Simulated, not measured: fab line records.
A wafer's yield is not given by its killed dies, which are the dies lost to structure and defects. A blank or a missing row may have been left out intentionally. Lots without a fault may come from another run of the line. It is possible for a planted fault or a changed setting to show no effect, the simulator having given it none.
Chamber matching    flow sky130    SKY_VIA3_CMP_02 on cmp-01 has 4 sister chambers
The step polishes SiO2. 7 wafers are shown with their chamber, then 7 later ones without.

WAFERS, EACH WITH ITS CHAMBER
wafer   chamber  motorCurrentA (A)  retainingRingPressureFrac
L075.5  1        11.1               0.996
L076.5  0        9.3                0.996
L086.1  2        12.6               1.003
L086.3  1        11.2               0.997
L086.5  3        11.9               0.999
L088.2  0        9.8                0.997
L088.4  2        12.6               1.001

WAFERS WITHOUT THEIR CHAMBER
wafer   motorCurrentA (A)  retainingRingPressureFrac
L088.6  12.8               0.998
L094.3  11.2               1.002
L094.5  12.4               0.998
L094.6  11.0               1.003
L095.1  12.0               1.004
L095.4  9.4                0.998
L095.5  10.9               0.993

THE CHAMBER EACH PASSED THROUGH
wafer   from the rows above           in truth
L088.6  can't be placed: 2 or 3       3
L094.3  can't be placed: 3 or 1       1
L094.5  can't be placed: 3 or 2       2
L094.6  can't be placed: 3 or 1 or 2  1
L095.1  can't be placed: 2 or 3       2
L095.4  0                             0
L095.5  1                             1
2 of 7 placed correctly. From these rows, 5 cannot be placed; in 5 the true chamber is one of the candidates. Placed wrongly: 0.
How it was worked out, from the rows above alone: a wafer's distance from a chamber is the root of the sum, over the readings, of the square of ((its reading less the chamber's mean) divided by the reading's scatter). If the next closest chamber is less than 2 further off than the closest, the wafer can't be placed; otherwise it belongs to the closest. A chamber's mean is the mean of its shown wafers. The scatter is the square root of a quotient: the sum, over the shown wafers, of each reading's squared deviation from its chamber's mean, divided by wafers minus chambers.
